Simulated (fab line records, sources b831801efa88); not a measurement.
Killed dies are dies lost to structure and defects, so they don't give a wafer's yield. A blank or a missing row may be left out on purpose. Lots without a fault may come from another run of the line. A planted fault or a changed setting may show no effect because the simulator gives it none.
Split-lot experiment | flow sfq_line | 5 lots, 27 wafers read, on a route of 325 steps

THE SPLIT
At SFQ_TRILAYER_M1_BARC_OPEN_METAL_ETCH_054 (etches BARC in O2, target depth 125 nm, time 41.7 s), the setting time_s was moved away from the recipe's 41.7 s on 12 of the 27 wafers read, by -59.0% to +54.9%. The other wafers ran this setting at the recipe's value.

The file shows no step between the split and the reading.

THE READING
KrF_of_TRILAYER_M1_LITHO_COAT_039.thk_nm (the simulator's own value, which no gauge read), in nm, at SFQ_TRILAYER_M1_ETCH_METAL_ETCH_042 (etches Nb in Cl2/Ar, stops on SiO2, target depth 240 nm, time 120 s). The file gives no usual value for it. The 15 wafers here that ran the recipe average 380.0 nm, standard deviation 2.6 nm.

wafer  | tool, chamber at the split | time_s as run, s | against the recipe | KrF_of_TRILAYER_M1_LITHO_COAT_039.thk_nm, nm | against lot-mates on the recipe
L074.4 | rie_metal-03, 0            | 41.7             | recipe             | 380                                          | -
L074.5 | rie_metal-03, 0            | 41.7             | recipe             | 378.8                                        | -
L074.6 | rie_metal-03, 1            | 41.7             | recipe             | 380.5                                        | -
L076.1 | rie_metal-01, 0            | 64.58            | +54.9%             | 348                                          | -27.8
L076.2 | rie_metal-01, 1            | 41.7             | recipe             | 375.2                                        | -
L076.3 | rie_metal-01, 0            | 41.7             | recipe             | 376.7                                        | -
L076.4 | rie_metal-01, 1            | 64.58            | +54.9%             | 346                                          | -29.8
L076.5 | rie_metal-01, 0            | 64.58            | +54.9%             | 350.1                                        | -25.7
L076.6 | rie_metal-01, 1            | 41.7             | recipe             | 375.5                                        | -
L078.1 | rie_metal-01, 0            | 41.7             | recipe             | 380.9                                        | -
L078.2 | rie_metal-01, 0            | 29.02            | -30.4%             | 396.3                                        | +16.9
L078.3 | rie_metal-01, 0            | 41.7             | recipe             | 377.6                                        | -
L078.4 | rie_metal-01, 0            | 41.7             | recipe             | 379.6                                        | -
L078.5 | rie_metal-01, 0            | 29.02            | -30.4%             | 396.1                                        | +16.7
L078.6 | rie_metal-01, 0            | 29.02            | -30.4%             | 397                                          | +17.6
L079.1 | rie_metal-04, 1            | 51.52            | +23.5%             | 371.9                                        | -10.7
L079.2 | rie_metal-04, 0            | 41.7             | recipe             | 382                                          | -
L079.3 | rie_metal-04, 1            | 41.7             | recipe             | 383                                          | -
L079.4 | rie_metal-04, 0            | 41.7             | recipe             | 382.9                                        | -
L079.5 | rie_metal-04, 0            | 51.52            | +23.5%             | 370.1                                        | -12.5
L079.6 | rie_metal-04, 1            | 51.52            | +23.5%             | 375.1                                        | -7.5
L084.1 | rie_metal-01, 0            | 17.09            | -59.0%             | 410.4                                        | +28.0
L084.2 | rie_metal-01, 1            | 41.7             | recipe             | 382.6                                        | -
L084.3 | rie_metal-01, 0            | 17.09            | -59.0%             | 411.6                                        | +29.2
L084.4 | rie_metal-01, 1            | 41.7             | recipe             | 383                                          | -
L084.5 | rie_metal-01, 1            | 17.09            | -59.0%             | 412.7                                        | +30.3
L084.6 | rie_metal-01, 0            | 41.7             | recipe             | 381.5                                        | -

THE FIT
A straight line over all 27 wafers: KrF_of_TRILAYER_M1_LITHO_COAT_039.thk_nm changes by -0.539 nm for each +1% of time_s; r = -0.98; the points scatter about the line by 3 nm.
The same after taking each lot's own level away (the mean of its wafers on the recipe; 27 wafers): -0.502 nm for each +1%; r = -1.00; scatter 1.4 nm.
On that fit, the largest move of time_s shifts the reading by 30 nm.
The lots' own levels span 375.80 to 382.63 nm, that is 2.6 times the standard deviation above.
So the lot-to-lot level changes the slope little: the two slopes agree.
Check: with one of the wafers moved furthest among these (-59.0%) left out of the fit, the line predicts +30.4 nm for it against its lot-mates. It came out at +28 nm against them.
Tool readings at the split's step, against how far the setting was moved: oes_product_au r = -0.88.

OTHER SPLITS ON THESE WAFERS
These wafers also went through other splits before the reading. Each is held against what the fit with the lots' levels taken away leaves over:
other split on the same wafers                | wafers away from the commonest value | r with KrF_of_TRILAYER_M1_LITHO_COAT_039.thk_nm (lot level and that fit taken away)
SFQ_TRILAYER_INCOMING_OXIDATION_002 ox_time_s | 21                                   | -0.07
SFQ_TRILAYER_M0_DEP_SPUTTER_019 time_s        | 12                                   | -0.17
SFQ_TRILAYER_I0_DEP_PECVD_027 time_s          | 9                                    | -0.31

THE WHOLE CHAIN: every reading that the file lists as answering this split, in the file's order
step                                     | what it does                                                        | reading                                                                                   | change (the file's fit)                                                              | r (the file's)
SFQ_TRILAYER_M1_BARC_OPEN_METAL_ETCH_054 | etches BARC in O2, target depth 125 nm, time 41.7 s                 | oes_product_au                                                                            | not straight: 1.006 at the lowest setting, 0.684 at the recipe, 0.634 at the highest | not given
SFQ_TRILAYER_M1_BARC_OPEN_METAL_ETCH_054 | etches BARC in O2, target depth 125 nm, time 41.7 s                 | KrF_of_TRILAYER_M1_LITHO_COAT_039.thk_nm (the simulator's own value, which no gauge read) | -0.526 nm for each +1% of the setting                                                | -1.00
SFQ_TRILAYER_M1_ETCH_METAL_ETCH_042      | etches Nb in Cl2/Ar, stops on SiO2, target depth 240 nm, time 120 s | KrF_of_TRILAYER_M1_LITHO_COAT_039.thk_nm (the simulator's own value, which no gauge read) | -0.503 nm for each +1% of the setting                                                | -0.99

THE FILE'S OWN FIT
KrF_of_TRILAYER_M1_LITHO_COAT_039.thk_nm changes by -0.503 nm for each +1% of time_s, r = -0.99.
